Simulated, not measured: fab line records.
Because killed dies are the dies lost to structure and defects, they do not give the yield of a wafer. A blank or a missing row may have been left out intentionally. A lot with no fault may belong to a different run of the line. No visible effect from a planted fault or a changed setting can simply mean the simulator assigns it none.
A struck lot beside a sound one | flow gf180mcu | 15 out of 602 route steps
Sound: these wafers, L530.1, L530.2, L530.4. The struck wafers were L545.3, L545.4, L545.6. Last of all comes the cause.
Order at every step that has rows: each side's tool, ch and its chambers, its first start. Under that, the readings that differ: sound wafers | struck wafers | difference of the means | sigmas: that difference in standard deviations of wafers without a fault.
alike: words and numbers the same on both sides, and readings whose means are apart by under 2 such deviations; not compared: readings that were withheld, readings missing a value for some wafer, numbers with overlapping values and no deviation given by the record, and bounds like >300 which may hide the same value.
Wherever a step has rows on one side only, a row that says differs or no value, or a row with sigmas, the two part there. When numbers do not overlap yet have no deviation, they are printed without sigmas and do not part them. A reading missing from all wafers of one side parts the sides only when that side holds two or more wafers.

first, 3 steps without rows for these wafers: GF_V2_STRIP_18 (strips in O2/N2); GF_V2_STRIP_19 (strips in post etch residue remover, time 1200 s); GF_V2_CLEAN_20 (cleans in DIW).
GF_V2_SPUTTER_21: material Ti, target thk 15 nm, time 80.02 s.
  sound on pvd sputter-03, day 20 06:35; struck on pvd sputter-04, day 25 16:52
  alike: cathode dc power W, throttle valve pct
GF_V2_SPUTTER_22: material TiN, target thk 10 nm, time 40 s.
  sound on pvd sputter-03, day 20 06:39; struck on pvd sputter-04, day 25 16:56
  alike: cathode dc power W, throttle valve pct
GF_V2_CVD_23: deposits W, target thk 350 nm, time 104.94 s.
  sound on cvd w-02 ch 0,1, day 20 06:41; struck on cvd w-02 ch 0,1, day 25 17:00
  alike: heater power w
GF_V2_RS_MEAS_24: uses a four-point probe to measure.
  sound on film metro-02, day 20 06:48; struck on film metro-02, day 25 17:07
  alike: V2_W_RS
GF_V2_THK_MEAS_25: measures by xrf.
  sound on film metro-02, day 20 06:55; struck on film metro-02, day 25 17:13
  alike: V2_W_THK
then, 2 steps without rows for these wafers: GF_V2_CMP_26 (polishes, stops on SiO2, t overpolish 15 s, target thk 0 nm); GF_M3_SPUTTER_00 (material Ti, target thk 37.5 nm, time 150 s).
GF_M3_SPUTTER_01: material TiN, target thk 30 nm, time 25 s.
  sound on pvd sputter-04, day 20 07:23; struck on pvd sputter-03, day 25 17:40
  alike: cathode dc power W, throttle valve pct
then, 1 step without rows for these wafers: GF_M3_SPUTTER_02 (material AlCu, target thk 450 nm, time 23.9 s).
GF_M3_SPUTTER_03: material Ti, target thk 10 nm, time 6.7 s.
  sound on pvd sputter-04, day 20 07:26; struck on pvd sputter-03, day 25 17:43
  reading                               | sound             | struck           | difference | sigmas
  model.Ti_of_M3_SPUTTER_03.thk nm (nm) | 9.959 10.09 10.16 | 7.667 7.696 7.49 | -2.452     |
  alike: cathode dc power W, throttle valve pct
GF_M3_SPUTTER_04: material TiN, target thk 50 nm, time 41.7 s.
  sound on pvd sputter-04, day 20 07:28; struck on pvd sputter-03, day 25 17:44
  alike: cathode dc power W, throttle valve pct
after that, 1 step had no rows for these wafers: GF_PASSIVATION_PROBE_99.

## WHERE THEY PART
Nowhere in this record.

WHY: whatever the simulator had introduced
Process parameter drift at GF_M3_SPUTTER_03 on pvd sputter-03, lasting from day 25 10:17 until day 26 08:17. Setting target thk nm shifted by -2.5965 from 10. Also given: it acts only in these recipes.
